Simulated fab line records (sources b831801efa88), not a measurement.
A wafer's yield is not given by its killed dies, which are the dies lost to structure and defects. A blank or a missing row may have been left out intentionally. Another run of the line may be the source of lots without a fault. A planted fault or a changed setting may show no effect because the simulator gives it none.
fab line records    flow sky130
[record] lots = 6  wafers = 17  last-day = 50
route steps=708 shown SD_P@359 RES_XHIGH@360 SALICIDE@361 LI_CONTACT@362 PAD_OPEN@708
lots untouched by any fault: they come from a run of this same line in which no faults occurred
start-h: hours from the record's opening day to when the first of the lot's shown wafers began    wait-h: how many hours have passed since the lot's step before this one    " identical to the entry in the row above    L1.1+2: a row that stands for several wafers    - value missing, or start not given    * or withheld: withheld    < > ~ a bound
route shown NAME@n: a module of which the file shows steps, and the number in the route of the first    usual: mean and standard deviation over wafers with no fault    same: alike in all rows    chamber/n: place in a boat    sites: readings site by site    _std_site: the values' standard deviation    _edge_site: outer sites' mean less inner sites'    radius-mm: for every site, how far away it sits from the centre of the wafer    mask NAME#n: copy n    behind: the last tool/chamber to shape the wafer    hold: cause of the lot's hold/its duration in hours/its outcome    device: whichever transistor did not switch (one of n, p or np)    end of line: the tests these same wafers got at the end of their route    where a step has no rows: the recipe by itself    killed: not the wafer's yield, but the dies lost to structure and defects at the first sort    map: per-die view of a wafer (x killed, . not killed, _ where there is no die)
set.NAME: the run value of the setting; set.NAME@STEP: its run value at that earlier step    model.NAME: the simulator's own value behind a step, which no gauge read
certain route steps with their lots: each step a table, each wafer a row
services: the hour from which a tool's chamber was out of use, counted from the record's first day as start-h (under 0 if before that day), plus the number of hours and why
[[steps]]
[step SKY_SD_N_RS_MEAS_17]
[recipe] thk-meas-gauge = four-point-probe
[usual] SD_P_RS = 147.2/0.42
lot.wafer  tool           chamber  start-h  wait-h  SD_P_RS[ohm/sq]
L376.4     film-metro-01  -        665.08   0.1     147.4
L376.5     "              -        "        "       147.1
L376.6     "              -        "        "       147.3
L378.2     film-metro-01  -        691.89   0.1     146.8
L378.3     "              -        "        "       146.9
L378.5     "              -        "        "       147.2
L382.2     film-metro-03  -        705.29   0.1     147.7
L382.3     "              -        "        "       147.5
L382.5     "              -        "        "       147.7
L383.2     film-metro-02  -        715.84   0.1     147.2
L383.5     "              -        "        "       147.4
L394.3     film-metro-03  -        794.31   0.1     147.5
L394.5     "              -        "        "       147.7
L394.6     "              -        "        "       147.0
L398.1     film-metro-02  -        812.87   0.1     146.8
L398.2     "              -        "        "       146.2
L398.3     "              -        "        "       146.2
[step SKY_SD_N_RS_MEAS_18]
[recipe] thk-meas-gauge = four-point-probe
[usual] RES_XHIGH_RS = 333.1/0.98
lot.wafer  tool           chamber  start-h  wait-h  RES_XHIGH_RS[ohm/sq]
L376.4     film-metro-01  -        665.20   0.1     333.8
L376.5     "              -        "        "       333.9
L376.6     "              -        "        "       334.5
L378.2     film-metro-01  -        692.01   0.1     335.2
L378.3     "              -        "        "       333.2
L378.5     "              -        "        "       333.5
L382.2     film-metro-03  -        705.41   0.1     334.1
L382.3     "              -        "        "       334.9
L382.5     "              -        "        "       333.1
L383.2     film-metro-02  -        715.96   0.1     331.3
L383.5     "              -        "        "       332.9
L394.3     film-metro-03  -        794.43   0.1     334.3
L394.5     "              -        "        "       334.4
L394.6     "              -        "        "       333.5
L398.1     film-metro-02  -        812.99   0.1     333.7
L398.2     "              -        "        "       333.3
L398.3     "              -        "        "       333.0
[step SKY_SALICIDE_CLEAN_00]
[recipe] chemistry = HF-last  time-s = 30  dilution = 100:1  dry = ipa-marangoni
[step SKY_LI_CONTACT_HDPCVD_00]
[recipe] material = PSG  target-thk-nm = 930  sigma-open-frac = 0.3  time-s = 155  temp-c = 600  sih4-flow-sccm = 60  pressure-mtorr = 6
[step SKY_LI_CONTACT_THK_MEAS_01]
[recipe] reads = PSG_of_LI_CONTACT_HDPCVD_00
[usual] LI_CONTACT_HDPCVD_THK = 927/8.9
lot.wafer  tool           chamber  start-h  wait-h  LI_CONTACT_HDPCVD_THK[nm]
L376.4     film-metro-03  -        665.41   0.0     926
L376.5     "              -        "        "       928
L376.6     "              -        "        "       928
L378.2     film-metro-02  -        692.24   0.1     934
L378.3     "              -        "        "       935
L378.5     "              -        "        "       933
L382.2     film-metro-01  -        705.64   0.1     914
L382.3     "              -        "        "       925
L382.5     "              -        "        "       919
L383.2     film-metro-02  -        716.21   0.1     911
L383.5     "              -        "        "       926
L394.3     film-metro-01  -        794.65   0.1     914
L394.5     "              -        "        "       912
L394.6     "              -        "        "       906
L398.1     film-metro-03  -        813.23   0.1     932
L398.2     "              -        "        "       926
L398.3     "              -        "        "       925
[step SKY_LI_CONTACT_CMP_02]
[recipe] material = PSG  down-force-psi = 4  platen-rpm = 60  pad-velocity-m-s = 0.94248
[usual] motor-current-A = 12.1/1.4  retaining-ring-pressure-frac = 0.999/0.005  time-to-endpoint-s = 30/3.1
lot.wafer  tool    chamber  start-h  wait-h  motor-current-A  retaining-ring-pressure-frac  time-to-endpoint-s
L376.4     cmp-02  2        665.59   0.2     10.3             0.995                         33
L376.5     "       3        "        "       12.4             1.007                         39
L376.6     "       0        "        "       10.9             0.997                         32
L378.2     cmp-01  2        692.34   0.1     13.4             0.991                         27
L378.3     "       3        "        "       13.7             0.999                         29
L378.5     "       1        "        "       13.7             0.998                         28
L382.3     cmp-01  1        705.69   0.0     13.5             0.995                         28
L382.2     "       2        "        "       13.2             0.997                         31
L382.5     "       2        "        "       12.8             1.002                         28
L383.2     cmp-01  1        716.41   0.2     13.4             1.004                         26
L383.5     "       3        "        "       13.8             0.998                         27
L394.3     cmp-01  0        794.74   0.1     10.5             0.995                         31
L394.5     "       3        "        "       14.0             0.996                         31
L394.6     "       0        "        "       10.0             0.989                         29
L398.2     cmp-01  1        813.29   0.0     13.1             0.993                         25
L398.3     "       3        "        "       13.9             1.006                         26
L398.1     "       0        "        "       10.0             1.001                         28
[step SKY_LI_CONTACT_BOW_MEAS_03]
[recipe] mode = bow
[usual] LI_CONTACT_BOW = 55/7
lot.wafer  tool           chamber  start-h  wait-h  LI_CONTACT_BOW[um]
L376.4     film-metro-03  -        665.80   0.2     62
L376.5     "              -        "        "       61
L376.6     "              -        "        "       57
L378.2     film-metro-03  -        692.61   0.2     64
L378.3     "              -        "        "       50
L378.5     "              -        "        "       58
L382.2     film-metro-01  -        706.01   0.2     47
L382.3     "              -        "        "       62
L382.5     "              -        "        "       56
L383.2     film-metro-01  -        716.58   0.1     49
L383.5     "              -        "        "       45
L394.3     film-metro-03  -        795.03   0.2     63
L394.5     "              -        "        "       59
L394.6     "              -        "        "       55
L398.1     film-metro-01  -        813.59   0.1     56
L398.2     "              -        "        "       49
L398.3     "              -        "        "       51
[step SKY_LI_CONTACT_DEHYDRATE_04]
[recipe] temp-c = 200  time-s = 60
[step SKY_LI_CONTACT_HMDS_05]
[recipe] prime-time-s = 60  prime-temp-c = 120
[step SKY_LI_CONTACT_COAT_06]
[recipe] resist = BARC  temp-c = withheld  time-s = withheld  spin-rpm = 3000  resist-thk-nm = 60
[step SKY_LI_CONTACT_COAT_07]
[recipe] resist = KrF-thick  spin-rpm = 3000  resist-thk-nm = 450
[step SKY_LI_CONTACT_SOFTBAKE_08]
[recipe] temp-c = 100  time-s = 90  resist = KrF-thick
[step SKY_LI_CONTACT_EXPOSE_09]
[recipe] mask-id = LICM1  na = 0.8  source-shape = annular  sigma-inner = 0.55  sigma-outer = 0.85  target-cd-nm = 170  dose-mj = 38
[usual] focus-offset-nm = 0.2/0.53
lot.wafer  tool            chamber  start-h  wait-h  mask     focus-offset-nm
L376.4     krf-scanner-02  0        680.31   -       LICM1#0  0.1
L376.5     "               0        "        "       LICM1#0  0.6
L376.6     "               0        "        "       LICM1#0  1.1
L378.2     krf-scanner-02  0        706.19   -       LICM1#0  0.2
L378.3     "               0        "        "       LICM1#0  -0.2
L378.5     "               0        "        "       LICM1#0  0.2
L382.2     krf-scanner-02  0        719.86   -       LICM1#0  0.6
L382.3     "               0        "        "       LICM1#0  0.9
L382.5     "               0        "        "       LICM1#0  -0.5
L383.2     krf-scanner-02  0        729.81   -       LICM1#0  -0.9
L383.5     "               0        "        "       LICM1#0  -0.7
L394.3     krf-scanner-02  0        808.92   -       LICM1#0  0.8
L394.5     "               0        "        "       LICM1#0  0.5
L394.6     "               0        "        "       LICM1#0  0.5
L398.1     krf-scanner-01  0        827.64   -       LICM1#0  0.2
L398.2     "               0        "        "       LICM1#0  0.0
L398.3     "               0        "        "       LICM1#0  0.1
[step SKY_LI_CONTACT_PEB_10]
[recipe] peb-temp-c = withheld  peb-time-s = withheld  resist = KrF-thick
[step SKY_LI_CONTACT_DEVELOP_11]
[recipe] develop-time-s = 60  resist = KrF-thick  dev-temp-c = 21
[step SKY_LI_CONTACT_CD_MEAS_12]
[recipe] target-cd-nm = 170
[usual] cd-nm = 170.0/1.4
lot.wafer  tool       chamber  start-h  wait-h  cd-nm
L376.4     cd-sem-01  -        693.50   -       168.9
L376.5     "          -        "        "       168.0
L376.6     "          -        "        "       168.0
L378.2     cd-sem-02  -        719.51   -       169.8
L378.3     "          -        "        "       169.3
L378.5     "          -        "        "       169.7
L382.2     cd-sem-01  -        733.43   -       163.2
L382.3     "          -        "        "       168.2
L382.5     "          -        "        "       168.6
L383.2     cd-sem-02  -        743.91   -       164.2
L383.5     "          -        "        "       169.9
L394.3     cd-sem-01  -        822.13   -       169.1
L394.5     "          -        "        "       170.3
L394.6     "          -        "        "       170.5
L398.1     cd-sem-01  -        839.69   -       170.7
L398.2     "          -        "        "       171.9
L398.3     "          -        "        "       170.9
[step SKY_LI_CONTACT_OVL_MEAS_13]
[usual] LI_CONTACT_OVL = 2/4.8
lot.wafer  tool        chamber  start-h  wait-h  LI_CONTACT_OVL[nm]
L376.4     overlay-01  -        693.58   0.1     8
L376.5     "           -        "        "       6
L376.6     "           -        "        "       3
L378.2     overlay-02  -        719.62   0.1     4
L378.3     "           -        "        "       0
L378.5     "           -        "        "       -6
L382.2     overlay-02  -        733.53   0.1     2
L382.3     "           -        "        "       -5
L382.5     "           -        "        "       -9
L383.2     overlay-01  -        744.02   0.1     -1
L383.5     "           -        "        "       1
L394.3     overlay-01  -        822.22   0.1     -5
L394.5     "           -        "        "       -1
L394.6     "           -        "        "       1
L398.1     overlay-02  -        839.81   0.1     -8
L398.2     "           -        "        "       -2
L398.3     "           -        "        "       -6
[step SKY_LI_CONTACT_ETCH_14]
[recipe] chemistry = N2/H2  target = BARC  ion-energy-ev = 200  source-w = 500  bias-w = 100  pressure-mtorr = 30  n2-flow-sccm = 100  h2-flow-sccm = 200  stop-on = SiO2  time-s = 45.9  target-depth-a = 600
[usual] bias-w = 100.03/0.26  chamber-pressure-mTorr = 29.999/0.03  drypump-motor-current-A = 5.7/0.42  oes-product-au = 0.855/0.005  throttle-valve-pct = 13.225/0.0089
lot.wafer  tool         chamber  start-h  wait-h  bias-w  chamber-pressure-mTorr  drypump-motor-current-A  oes-product-au  rf-hours-counter-h  throttle-valve-pct  model.LI_CONTACT.cd-nm
L376.4     rie-diel-04  0        693.60   0.0     99.85   29.952                  5.8                      0.856           19                  13.234              168.7
L376.5     "            3        "        "       100.14  30.022                  5.5                      0.851           -                   13.213              168.2
L376.6     "            0        "        "       99.95   29.971                  5.8                      0.854           -                   13.213              167.8
L378.2     rie-diel-02  3        719.65   0.0     99.92   30.016                  5.2                      0.851           4                   13.214              170.1
L378.3     "            1        "        "       100.40  30.022                  6.5                      0.860           8                   13.234              168.4
L378.5     "            3        "        "       100.13  30.029                  5.2                      0.851           -                   13.229              170.3
L382.2     rie-diel-02  3        733.56   0.0     100.06  29.909                  5.2                      0.859           4                   13.218              163.8
L382.3     "            2        "        "       99.91   29.992                  5.2                      0.851           13                  13.229              168.8
L382.5     "            0        "        "       100.09  30.046                  5.4                      0.860           -                   13.212              169.6
L383.2     rie-diel-02  2        744.05   0.0     99.99   29.936                  5.1                      0.848           13                  13.213              164.7
L383.5     "            2        "        "       100.29  29.994                  5.2                      0.860           -                   13.240              171
L394.3     rie-diel-01  1        822.25   0.0     100.53  30.029                  6.2                      0.856           23                  13.220              168.6
L394.5     "            2        "        "       99.62   29.974                  5.9                      0.857           -                   13.223              172
L394.6     "            3        "        "       99.87   30.026                  5.7                      0.867           -                   13.223              171.1
L398.1     rie-diel-01  1        839.85   0.0     100.35  29.976                  6.2                      0.863           24                  13.240              170.1
L398.2     "            3        "        "       99.81   29.953                  5.8                      0.841           12                  13.230              172.1
L398.3     "            0        "        "       99.93   30.017                  5.4                      0.847           14                  13.224              170.7
[step SKY_LI_CONTACT_ETCH_15]
[recipe] target = PSG  chemistry = C4F8/O2/Ar  stop-on = Si  taper-deg = 4.15  mask-material = KrF-thick  source-w = 1500  bias-w = 1200  pressure-mtorr = 40  c4f8-flow-sccm = withheld  O2_flow_sccm = 6  Ar_flow_sccm = 300  time-s = withheld  target-depth-a = 6000
[usual] bias-w = 1200/3.3  chamber-pressure-mTorr = 40.00/0.034  oes-product-au = 0.836/0.0046
lot.wafer  tool         chamber  start-h  wait-h  bias-w  chamber-pressure-mTorr  oes-product-au  model.LI_CONTACT.cd-nm
L376.4     rie-diel-04  0        693.64   0.0     1201    40.02                   0.829           168.2
L376.5     "            3        "        "       1201    39.97                   0.842           168
L376.6     "            0        "        "       1201    40.03                   0.848           167.4
L378.2     rie-diel-02  3        719.69   0.0     1205    39.99                   0.838           169
L378.3     "            1        "        "       1201    39.99                   0.831           167.6
L378.5     "            3        "        "       1201    39.98                   0.840           169.6
L382.2     rie-diel-02  3        733.60   0.0     1200    40.02                   0.834           163.7
L382.3     "            2        "        "       1205    40.06                   0.838           167.7
L382.5     "            0        "        "       1198    40.02                   0.835           170
L383.2     rie-diel-02  2        744.09   0.0     1202    39.97                   0.841           163.6
L383.5     "            2        "        "       1198    40.02                   0.837           170.4
L394.3     rie-diel-01  1        822.29   0.0     1194    40.03                   0.825           169.1
L394.5     "            2        "        "       1205    39.98                   0.835           171.4
L394.6     "            3        "        "       1197    39.98                   0.838           171.7
L398.1     rie-diel-01  1        839.89   0.0     1203    40.02                   0.841           170.1
L398.2     "            3        "        "       1198    40.00                   0.831           172
L398.3     "            0        "        "       1205    39.98                   0.835           170.3
[step SKY_LI_CONTACT_STRIP_16]
[recipe] chemistry = O2/N2  power-w = 1400  pressure-mtorr = 1500  platen-temp-c = withheld  o2-flow-sccm = 3000  n2-flow-sccm = 300  overash-fraction = 0.5
[usual] chamber-pressure-mTorr = 1500.0/1.4  drypump-motor-current-A = 5.8/0.54  oes-product-au = 0.375/0.0046  strip-time-to-endpoint-s = 3.50/0.032
lot.wafer  tool             chamber  start-h  wait-h  chamber-pressure-mTorr  drypump-motor-current-A  oes-product-au  rf-hours-counter-h  strip-time-to-endpoint-s
L376.4     plasma-asher-04  1        693.80   -       1499.4                  5.9                      0.371           -                   3.52
L376.5     "                0        "        "       1501.8                  5.0                      0.372           -                   3.50
L376.6     "                1        "        "       1500.2                  5.9                      0.378           -                   3.47
L378.2     plasma-asher-02  0        719.78   -       1499.1                  6.7                      0.376           60                  3.49
L378.3     "                1        "        "       1500.5                  5.7                      0.374           -                   3.54
L378.5     "                1        "        "       1500.1                  5.7                      0.372           -                   3.49
L382.2     plasma-asher-02  0        733.69   -       1499.3                  6.7                      0.373           61                  3.54
L382.3     "                1        "        "       1500.4                  5.7                      0.376           -                   3.51
L382.5     "                0        "        "       1500.6                  6.7                      0.370           -                   3.49
L383.2     plasma-asher-02  0        744.18   -       1501.2                  6.7                      0.376           62                  3.50
L383.5     "                1        "        "       1499.8                  5.7                      0.374           -                   3.50
L394.3     plasma-asher-03  0        822.41   -       1498.4                  6.2                      0.380           -                   3.54
L394.5     "                0        "        "       1499.7                  6.2                      0.374           -                   3.48
L394.6     "                1        "        "       1500.2                  5.6                      0.377           -                   3.54
L398.1     plasma-asher-04  0        839.98   -       1498.8                  5.0                      0.376           102                 3.48
L398.2     "                1        "        "       1501.4                  5.8                      0.369           102                 3.49
L398.3     "                1        "        "       1500.8                  5.9                      0.382           -                   3.49
[step SKY_PAD_OPEN_PROBE_99]
[usual] killed_at_M0_to_M3 = 44/6.5  killed_at_M4_up = 3.3/1.9  killed-at-contacts = 24/5.3  killed-at-front-end = 15/4.5  killed-at-other = 0.3/0.58  killed-dies = 87/9.3  killed-on-rim = 17/4.2  killed-open = 48/6.6  killed-short = 39/6.1
[same] gross-dies = 492  killed-at-back-side = 0
lot.wafer  tool       chamber  start-h  wait-h  killed_at_M0_to_M3  killed_at_M4_up  killed-at-contacts  killed-at-front-end  killed-at-other  killed-dies  killed-on-rim  killed-open  killed-short  model.etest.licon-pdiff.rc-ohm  model.etest.licon-ndiff.rc-ohm  model.etest.licon-poly.rc-ohm
L376.4     prober-02  -        1086.12  0.2     49                  3                34                  20                   0                106          22             60           46            596.3                           181.7                           157.3
L376.5     prober-02  -        1086.17  0.2     35                  3                31                  14                   1                84           17             40           44            616.9                           186.5                           155.7
L376.6     prober-02  -        1086.22  0.2     49                  3                24                  18                   0                94           14             52           42            595.5                           186.4                           152.1
L378.2     prober-01  -        1106.78  0.1     37                  6                18                  14                   0                75           19             39           36            580.9                           183.1                           148.6
L378.3     prober-01  -        1106.83  0.2     44                  6                19                  17                   0                86           22             50           36            603                             184.2                           154.2
L378.5     prober-01  -        1106.93  0.2     35                  1                16                  16                   0                68           11             44           24            571.4                           180.3                           151.9
L382.2     prober-01  -        1115.84  0.1     46                  0                25                  15                   1                87           18             52           35            608                             193.5                           160.4
L382.3     prober-01  -        1115.89  0.2     32                  5                30                  15                   1                83           14             42           41            597                             176.4                           154
L382.5     prober-01  -        1115.99  0.2     53                  3                31                  17                   0                104          24             59           45            576.4                           176.3                           149.3
L383.2     prober-01  -        1125.68  0.1     45                  3                25                  17                   1                91           16             51           40            605.9                           194.4                           156.5
L383.5     prober-01  -        1125.83  0.2     45                  5                19                  23                   0                92           16             50           42            580.4                           183.8                           149.7
L394.3     prober-02  -        1177.85  0.2     41                  4                36                  11                   0                92           14             44           48            590.7                           186.3                           152
L394.5     prober-02  -        1177.95  0.2     36                  3                24                  21                   3                87           18             49           38            563.8                           172.4                           148.4
L394.6     prober-02  -        1178.00  0.2     47                  5                27                  9                    1                89           18             48           41            560.1                           180.8                           154.2
L398.1     prober-02  -        1190.29  0.1     54                  3                23                  14                   0                94           23             49           45            578.7                           178.6                           156.6
L398.2     prober-02  -        1190.34  0.1     46                  3                24                  19                   0                92           14             48           44            573.7                           182.1                           148.4
L398.3     prober-02  -        1190.39  0.2     56                  7                23                  16                   0                102          23             55           47            573.5                           188.1                           157.3
// killed by level:class
L376.4 LI_CONTACT:geometric-particle:open=14 VIA2:geometric-particle:open=8 VIA3:geometric-particle:open=7 CONTACT:geometric-particle:short=7 VIA1:geometric-particle:open=7 POLY_GATE:geometric-particle:short=6 METAL2:geometric-particle:open=5 CONTACT:geometric-particle:open=5
L376.5 CONTACT:geometric-particle:open=11 VIA1:geometric-particle:open=9 LOCAL_INTERCONNECT:geometric-particle:short=7 METAL2:geometric-particle:short=7 VIA2:geometric-particle:open=7 CONTACT:geometric-particle:short=5 POLY_GATE:geometric-particle:short=4 FIELD_ISO:geometric-particle:open=3
L376.6 CONTACT:geometric-particle:open=10 VIA1:geometric-particle:short=8 VIA1:geometric-particle:open=8 VIA2:geometric-particle:open=7 METAL2:geometric-particle:short=6 FIELD_ISO:geometric-particle:open=5 LOCAL_INTERCONNECT:geometric-particle:short=5 FIELD_ISO:geometric-particle:short=5
L378.2 VIA3:geometric-particle:open=7 LI_CONTACT:geometric-particle:open=6 CONTACT:geometric-particle:open=6 METAL2:geometric-particle:short=6 POLY_GATE:geometric-particle:open=4 LOCAL_INTERCONNECT:geometric-particle:short=4 VIA1:geometric-particle:open=4 VIA1:geometric-particle:short=4
L378.3 VIA1:geometric-particle:open=12 CONTACT:geometric-particle:open=11 POLY_GATE:geometric-particle:short=7 VIA2:geometric-particle:open=6 POLY_GATE:geometric-particle:open=5 METAL2:geometric-particle:short=5 METAL1:geometric-particle:short=5 VIA3:geometric-particle:open=5
L378.5 VIA1:geometric-particle:open=14 CONTACT:geometric-particle:open=8 FIELD_ISO:geometric-particle:short=7 FIELD_ISO:geometric-particle:open=4 LI_CONTACT:geometric-particle:open=4 VIA3:geometric-particle:open=4 VIA1:geometric-particle:short=3 METAL2:geometric-particle:short=3
L382.2 VIA1:geometric-particle:open=12 CONTACT:geometric-particle:open=10 LI_CONTACT:geometric-particle:open=8 VIA2:geometric-particle:open=8 METAL2:geometric-particle:short=6 VIA2:geometric-particle:short=6 FIELD_ISO:geometric-particle:short=4 VIA1:geometric-particle:short=4
L382.3 VIA2:geometric-particle:open=9 CONTACT:geometric-particle:open=8 CONTACT:geometric-particle:short=8 LI_CONTACT:geometric-particle:open=7 FIELD_ISO:geometric-particle:open=5 METAL1:geometric-particle:short=5 VIA1:geometric-particle:short=5 LOCAL_INTERCONNECT:geometric-particle:short=4
L382.5 VIA1:geometric-particle:open=13 CONTACT:geometric-particle:open=11 LI_CONTACT:geometric-particle:open=9 VIA3:geometric-particle:open=8 VIA1:geometric-particle:short=6 FIELD_ISO:geometric-particle:short=5 FIELD_ISO:geometric-particle:open=5 POLY_GATE:geometric-particle:short=5
L383.2 VIA1:geometric-particle:open=10 VIA3:geometric-particle:open=9 POLY_GATE:geometric-particle:open=8 LI_CONTACT:geometric-particle:open=8 CONTACT:geometric-particle:short=6 CONTACT:geometric-particle:open=5 METAL1:geometric-particle:short=5 METAL2:geometric-particle:short=5
L383.5 VIA1:geometric-particle:open=13 VIA3:geometric-particle:open=8 FIELD_ISO:geometric-particle:short=6 LI_CONTACT:geometric-particle:open=6 VIA1:geometric-particle:short=6 POLY_GATE:geometric-particle:open=5 CONTACT:geometric-particle:open=5 METAL2:geometric-particle:short=5
L394.3 LOCAL_INTERCONNECT:geometric-particle:short=13 VIA3:geometric-particle:open=8 LI_CONTACT:geometric-particle:open=7 CONTACT:geometric-particle:open=7 CONTACT:geometric-particle:short=6 VIA2:geometric-particle:open=5 VIA1:geometric-particle:open=5 VIA1:geometric-particle:short=5
L394.5 POLY_GATE:geometric-particle:short=9 LI_CONTACT:geometric-particle:open=9 VIA1:geometric-particle:open=8 CONTACT:geometric-particle:open=8 VIA1:geometric-particle:short=6 VIA2:geometric-particle:open=6 FIELD_ISO:geometric-particle:open=5 METAL2:geometric-particle:short=5
L394.6 VIA1:geometric-particle:open=12 CONTACT:geometric-particle:open=11 VIA3:geometric-particle:open=7 METAL1:geometric-particle:short=6 VIA1:geometric-particle:short=6 METAL2:geometric-particle:short=5 METAL4:geometric-particle:short=5 LI_CONTACT:geometric-particle:short=4
L398.1 VIA3:geometric-particle:open=11 CONTACT:geometric-particle:open=11 VIA1:geometric-particle:open=8 VIA2:geometric-particle:open=6 VIA1:geometric-particle:short=6 LOCAL_INTERCONNECT:geometric-particle:short=5 METAL3:geometric-particle:short=5 METAL2:geometric-particle:short=5
L398.2 VIA1:geometric-particle:open=11 VIA1:geometric-particle:short=8 METAL2:geometric-particle:short=8 CONTACT:geometric-particle:open=8 LI_CONTACT:geometric-particle:open=6 VIA2:geometric-particle:open=6 CONTACT:geometric-particle:short=5 VIA3:geometric-particle:open=5
L398.3 CONTACT:geometric-particle:open=12 VIA1:geometric-particle:open=12 VIA2:geometric-particle:open=11 METAL1:geometric-particle:short=6 VIA1:geometric-particle:short=6 METAL4:geometric-particle:short=6 FIELD_ISO:geometric-particle:open=5 METAL3:geometric-particle:short=5
[[services]]
tool             chamber  start-h  hours  kind
rie-diel-01      0        651.01   2.9    repair
krf-scanner-02   -        655.52   4.4    pm
krf-scanner-01   -        656.71   3.0    repair
cmp-01           -        658.99   3.9    pm
cmp-02           -        667.35   1.1    repair
rie-diel-02      0        670.39   4.3    repair
krf-scanner-02   -        678.86   1.0    pm
plasma-asher-02  -        692.86   2.8    pm
rie-diel-04      3        694.70   8.5    repair
rie-diel-04      0        702.39   3.8    repair
rie-diel-01      3        705.32   14.8   repair
krf-scanner-02   -        721.56   0.8    pm
krf-scanner-02   -        727.92   1.3    pm
rie-diel-04      2        739.08   7.0    repair
cmp-01           -        744.48   4.0    pm
rie-diel-04      -        779.40   14.6   pm
cmp-01           -        785.61   3.7    pm
rie-diel-01      2        788.28   7.8    repair
rie-diel-02      3        792.01   9.5    repair
rie-diel-02      0        794.33   16.4   repair
krf-scanner-02   -        796.57   7.2    pm
rie-diel-04      1        806.00   5.7    repair
rie-diel-04      3        807.04   5.5    repair
plasma-asher-02  -        826.96   14.6   pm
[[key]]
[first-sign] step = SKY_LI_CONTACT_CD_MEAS_12  reading = cd-nm  direction = down  sigmas = 4.4  usual = 170.0  struck = 163.7
effect none on later readings
[model-effect] step = SKY_LI_CONTACT_ETCH_14  value = LI_CONTACT.cd-nm  without = 170.6  struck = 164.2
[model-effect] step = SKY_LI_CONTACT_ETCH_15  value = LI_CONTACT.cd-nm  without = 170  struck = 163.7
[model-effect] step = SKY_PAD_OPEN_PROBE_99  value = etest.licon-pdiff.rc-ohm  without = 572  struck = 606.9
met-at SKY_LI_CONTACT_EXPOSE_09
struck-wafers L382.2,L383.2
tester-left-out L382,L383
onset-between 706.19 719.86
[fault] kind = process-parameter-drift  tool = krf-scanner-02  chamber = -  onset-h = 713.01  steps = SKY_LI_CONTACT_EXPOSE_09  channel = focus-nm  offset = 117.39  shape = step  end-h = 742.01  scope = struck-wafers-only
// tester-left-out: of these lots the tester's yield and bins aren't shown, on N5 and GAA mostly nor the transistor test; their killed dies are dies lost to structure and defects alone, not to doping, threshold or leakage, so they don't give the yield
